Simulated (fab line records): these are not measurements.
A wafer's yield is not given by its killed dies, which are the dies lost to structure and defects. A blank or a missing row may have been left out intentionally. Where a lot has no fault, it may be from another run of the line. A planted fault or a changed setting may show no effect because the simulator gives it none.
Struck lot and sound lot, side by side -- flow sfqLine -- 28 out of 325 route steps
Sound: these wafers, L744.2, L744.3, L744.6. Struck: wafers L750.2, L750.4, L750.6. At the end, the cause is stated.
Order at every step that has rows: each side's tool, ch and its chambers, its first start. Under that, the readings that differ: sound wafers -- struck wafers -- difference of the means -- sigmas: that difference in standard deviations of wafers without a fault.
alike: words and numbers the same on both sides, and readings whose means are apart by under 2 such deviations; not compared: readings that were withheld, readings missing a value for some wafer, numbers with overlapping values and no deviation given by the record, and bounds like >300 which may hide the same value.
A row with sigmas, a row that says differs or no value, or rows on one side alone: a step with any of these is where the two part. Non-overlapping numbers with no deviation appear without sigmas and do not part them. Lack of a reading on every wafer of one side parts them only where that side has two or more wafers.

first, 6 steps without rows for these wafers: SFQ_TRILAYER_M0_LITHO_COAT_026 (resist thk 62 nm); SFQ_TRILAYER_M0_LITHO_COAT_021 (resist thk 600 nm); SFQ_TRILAYER_M0_LITHO_SOFTBAKE_025; SFQ_TRILAYER_M0_LITHO_EXPOSE_022 (exposes mask M0, target cd 500 nm); SFQ_TRILAYER_M0_LITHO_PEB_024 (peb time 60 s); SFQ_TRILAYER_M0_LITHO_DEVELOP_023 (time 60 s).
SFQ_M0_OVL_MEAS_906:
  sound on overlay-01 at day 15 18:33; struck on overlay-02 at day 17 05:27
  alike: M0_OVL
then, 2 steps without rows for these wafers: SFQ_TRILAYER_M0_BARC_OPEN_METAL_ETCH_031 (etches BARC in O2, target depth 125 nm, time 41.7 s); SFQ_TRILAYER_M0_ETCH_METAL_ETCH_024 (etches Nb in Cl2/Ar, stops on SiO2, target depth 240 nm, time 120 s).
SFQ_TRILAYER_M0_STRIP_STRIP_025: strips in O2.
  sound on rieMetal-03 ch 0,1, day 15 18:50; struck on rieMetal-04 ch 0,1, day 17 05:40
  alike: drypumpMotorCurrentA, oesProductAu
  not compared: rfHoursCounterH
then, 1 step without rows for these wafers: SFQ_TRILAYER_M0_STRIP_SOLV_CLEAN_026 (cleans in NMP, time 600 s).
SFQ_TRILAYER_I0_DEP_PECVD_027: deposits SiO2 from SiH4/N2O, time 111.11 s, target thk 500 nm.
  sound on pecvd-04 ch 0,1,2, day 15 20:01; struck on pecvd-03 ch 0,1,2, day 17 06:29
  alike: heaterPowerW, showerheadVppV, throttleValvePct
  not compared: sinceWetCleanH
SFQ_TRILAYER_I0_CMP_CMP_028: polishes SiO2.
  sound on cmp-01 ch 0,3, day 15 20:35; struck on cmp-02 ch 1,3, day 17 06:34
reading,sound,struck,difference,sigmas
model.SiO2_of_TRILAYER_I0_DEP_PECVD_027.thkNm (nm),199.9 198.2 198.8,185.2 183.8 184.4,-14.5,
  alike: motorCurrentA, slurryFilterDpKPa, timeToEndpointS
SFQ_I0_BOW_MEAS_907:
  sound on filmMetro-03 at day 15 23:07; struck on filmMetro-01 at day 17 10:54
reading,sound,struck,difference,sigmas
I0_BOW (um),3 -6 -1,- - -,no value on the struck wafers,
SFQ_TRILAYER_I0_METRO_MEASURE_029:
  sound on filmMetro-03 at day 15 23:25; struck on filmMetro-01 at day 17 15:14
reading,sound,struck,difference,sigmas
thkNm (nm),200.0 198.1 198.6,185.2 184.0 184.4,-14.4,-14
then, 6 steps without rows for these wafers: SFQ_TRILAYER_I0_VIA_LITHO_COAT_036 (resist thk 62 nm); SFQ_TRILAYER_I0_VIA_LITHO_COAT_031 (resist thk 650 nm); SFQ_TRILAYER_I0_VIA_LITHO_SOFTBAKE_035; SFQ_TRILAYER_I0_VIA_LITHO_EXPOSE_032 (exposes mask I0, target cd 500 nm); SFQ_TRILAYER_I0_VIA_LITHO_PEB_034 (peb time 60 s); SFQ_TRILAYER_I0_VIA_LITHO_DEVELOP_033 (time 60 s).
-- the record jumps here: 6 days lie between the struck wafers' starts before and after --
SFQ_I0_OVL_MEAS_908:
  sound on overlay-01 at day 21 06:27; struck on overlay-01 at day 23 14:51
  alike: I0_OVL
SFQ_TRILAYER_I0_VIA_BARC_OPEN_VIA_ETCH_046: etches BARC in O2, target depth 125 nm, time 41.7 s.
  sound on rieDiel-01 ch 1,2,3, day 21 06:29; struck on rieDiel-02 ch 0,2,3, day 23 14:53
  alike: drypumpMotorCurrentA, oesProductAu
  not compared: rfHoursCounterH
SFQ_TRILAYER_I0_VIA_ETCH_VIA_ETCH_034: etches SiO2 in CHF3, stops on Nb, target depth 260 nm.
  sound on rieDiel-01 ch 1,2,3, day 21 06:31; struck on rieDiel-02 ch 0,2,3, day 23 14:55
reading,sound,struck,difference,sigmas
oesProductAu (a.u.),0.855 0.846 0.855,0.828 0.806 0.813,-0.036,-7
model.I0.featureDepthNm (nm),199.9 198.2 198.8,185.2 183.8 184.4,-14.5,
model.etch.depthNm (nm),199.9 198.2 198.8,185.2 183.8 184.4,-14.5,
  alike: drypumpMotorCurrentA
SFQ_TRILAYER_I0_VIA_STRIP_STRIP_035: strips in O2.
  sound on rieMetal-02 ch 0,1, day 21 06:38; struck on rieMetal-01 ch 0,1, day 23 15:02
  alike: drypumpMotorCurrentA, oesProductAu
  not compared: rfHoursCounterH
then, 1 step without rows for these wafers: SFQ_TRILAYER_I0_VIA_STRIP_SOLV_CLEAN_036 (cleans in NMP, time 600 s).
SFQ_TRILAYER_M1_DEP_PRE_CLEAN_038: time 22.5 s.
  sound on pvdSputter-03 at day 21 07:25; struck on pvdSputter-06 at day 23 15:49
reading,sound,struck,difference,sigmas
model.SiO2_of_TRILAYER_I0_DEP_PECVD_027.thkNm (nm),192.4 190.7 191.3,177.6 176.3 176.9,-14.5,
SFQ_TRILAYER_M1_DEP_SPUTTER_037: material Nb, target thk 200 nm, time 133.3 s.
  sound on pvdSputter-03 at day 21 07:26; struck on pvdSputter-06 at day 23 15:50
  alike: basePressurePa, chamberPressurePa, throttleValvePct

## WHERE THEY PART
At SFQ_I0_BOW_MEAS_907 first; at SFQ_TRILAYER_I0_VIA_ETCH_VIA_ETCH_034 last (within this record only). Later steps at which nothing parts them and some readings are alike: SFQ_TRILAYER_I0_VIA_STRIP_STRIP_035, SFQ_TRILAYER_M1_DEP_SPUTTER_037.

WHY: what had been put in by the simulator
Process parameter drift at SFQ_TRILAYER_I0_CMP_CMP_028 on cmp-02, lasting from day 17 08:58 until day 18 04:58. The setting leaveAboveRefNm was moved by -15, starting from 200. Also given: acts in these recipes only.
